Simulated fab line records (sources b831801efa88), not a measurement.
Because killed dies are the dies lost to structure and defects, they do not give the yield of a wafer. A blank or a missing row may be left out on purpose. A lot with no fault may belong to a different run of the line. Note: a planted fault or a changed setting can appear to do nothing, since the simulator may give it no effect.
Tool commonality check | flow gf180mcu | 11 lots, 32 wafers sampled

THE REASON FOR OPENING IT
Of 11 lots, 2 have the reading V1_W_RS flagged at GF_V1_RS_MEAS_24. Wafers without a fault read 0.328 ohm/sq, standard deviation 0.0034.
Rule: a lot gets a flag if all its wafers with a number sit over 4 standard deviations from that mean, or if no wafer of it has a number. All remaining lots are regarded as sound.

lot  | measured     | on            | V1_W_RS (ohm/sq), wafer by wafer | flag
L356 | day 19 13:42 | film_metro-01 | 0.331 0.332 0.331                |
L357 | day 19 22:16 | film_metro-02 | 0.325 0.327 0.324                |
L358 | day 20 00:14 | film_metro-02 | 0.334 0.333 0.336                |
L359 | day 20 15:06 | film_metro-02 | 0.325 0.327 0.326                |
L360 | day 21 06:35 | film_metro-03 | 0.328 0.326                      |
L366 | day 23 00:24 | film_metro-02 | 0.332 0.331 0.333                |
L367 | day 23 08:54 | film_metro-03 | 0.242 0.242 0.241                | FLAGGED
L368 | day 23 16:32 | film_metro-03 | 0.326 0.334 0.331                |
L370 | day 24 07:44 | film_metro-01 | 0.244 0.244 0.243                | FLAGGED
L372 | day 24 22:04 | film_metro-03 | 0.333 0.329 0.331                |
L375 | day 26 00:13 | film_metro-02 | 0.325 0.326 0.322                |
The numbers of the flagged lots are 0.243 ohm/sq on average: -0.085 ohm/sq against the usual, or -25 standard deviations.

LOT BY LOT: THE TOOL USED
The record holds 3 process steps before the reading, out of a route of 602 steps. Each cell gives the tool, then ch followed by the chambers the sampled wafers passed through, then the start.
lot  | flag    | GF_SAB_CVD_00                   | GF_CONTACT_ETCH_16                 | GF_V1_CVD_23
L356 |         | pecvd-03 ch 0,2, day 15 10:53   | rie_diel-03 ch 0,2,3, day 17 09:19 | cvd_w-02 ch 0,1, day 19 13:34
L357 |         | pecvd-03 ch 1,2, day 15 19:08   | rie_diel-03 ch 0,1, day 17 18:22   | cvd_w-01 ch 0,1, day 19 22:08
L358 |         | pecvd-02 ch 0,1,2, day 15 21:50 | rie_diel-01 ch 1,2,3, day 17 20:34 | cvd_w-02 ch 0,1, day 20 00:06
L359 |         | pecvd-02 ch 0,1,2, day 16 10:02 | rie_diel-03 ch 1,2,3, day 18 10:19 | cvd_w-01 ch 0,1, day 20 14:58
L360 |         | pecvd-02 ch 0,2, day 17 00:11   | rie_diel-02 ch 1,3, day 19 01:55   | cvd_w-02 ch 0,1, day 21 06:28
L366 |         | pecvd-02 ch 0,1,2, day 18 19:26 | rie_diel-01 ch 2,3, day 20 22:07   | cvd_w-02 ch 0,1, day 23 00:16
L367 | FLAGGED | pecvd-04 ch 0,1,2, day 19 04:32 | rie_diel-03 ch 0,1,2, day 21 06:22 | cvd_w-01 ch 0, day 23 08:46
L368 |         | pecvd-04 ch 0,1,2, day 19 13:17 | rie_diel-03 ch 1,2, day 21 15:07   | cvd_w-02 ch 0,1, day 23 16:25
L370 | FLAGGED | pecvd-03 ch 0,2, day 20 05:22   | rie_diel-03 ch 1,2,3, day 22 07:01 | cvd_w-01 ch 0,1, day 24 07:37
L372 |         | pecvd-02 ch 0,1, day 20 22:08   | rie_diel-02 ch 0,1, day 22 21:49   | cvd_w-02 ch 0,1, day 24 21:57
L375 |         | pecvd-02 ch 1,2, day 22 01:08   | rie_diel-02 ch 0,1,3, day 24 01:09 | cvd_w-02 ch 0,1, day 26 00:05
What is done by these steps:
- GF_SAB_CVD_00: deposits SiO2 from TEOS, target thk 50 nm, time 4.9302 s.
- GF_CONTACT_ETCH_16: etches BARC in N2/H2.
- GF_V1_CVD_23: deposits W, target thk 350 nm, time 105.05 s.
- GF_V1_RS_MEAS_24: measures by four-point-probe.

FLAGGED AGAINST TOTAL, ONE TOOL AT A TIME (gauges that did the reading follow at the end)
step               | tool          | lots run | flagged | share of the flagged lots | sound lots run after its first flagged lot
GF_SAB_CVD_00      | pecvd-02      | 6        | 0       | none                      | -
GF_SAB_CVD_00      | pecvd-03      | 3        | 1       | some                      | 0
GF_SAB_CVD_00      | pecvd-04      | 2        | 1       | some                      | 1 (L368)
GF_CONTACT_ETCH_16 | rie_diel-01   | 2        | 0       | none                      | -
GF_CONTACT_ETCH_16 | rie_diel-02   | 3        | 0       | none                      | -
GF_CONTACT_ETCH_16 | rie_diel-03   | 6        | 2       | all                       | 1 (L368)
GF_V1_CVD_23       | cvd_w-01      | 4        | 2       | all                       | 0
GF_V1_CVD_23       | cvd_w-02      | 7        | 0       | none                      | -
GF_V1_RS_MEAS_24   | film_metro-01 | 2        | 1       | some                      | 0
GF_V1_RS_MEAS_24   | film_metro-02 | 5        | 0       | none                      | -
GF_V1_RS_MEAS_24   | film_metro-03 | 4        | 1       | some                      | 2 (L368,L372)

THE TABLE: WHAT IT ALLOWS
In 2 table rows, all flagged lots were run: rie_diel-03 (GF_CONTACT_ETCH_16), cvd_w-01 (GF_V1_CVD_23).
- rie_diel-03 at GF_CONTACT_ETCH_16 ran 6 lots, 2 of them flagged. Sound lots ran on it after the first flagged one (L368), which a lasting fault on the whole tool wouldn't allow.
- cvd_w-01 at GF_V1_CVD_23 ran 4 lots, 2 of them flagged. It ran its last sound lot, L359, at day 20 14:58 and its first flagged lot, L367, at day 23 08:46: a fault with its onset between the two fits.
cvd_w-01 at GF_V1_CVD_23 is the single tool remaining.

WHAT THE SIMULATOR HAD PUT IN
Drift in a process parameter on cvd_w-01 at GF_V1_CVD_23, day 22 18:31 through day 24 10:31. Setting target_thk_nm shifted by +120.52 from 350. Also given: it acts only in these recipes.
Lots struck among those shown: L367, L370. Same finding as the rule above.
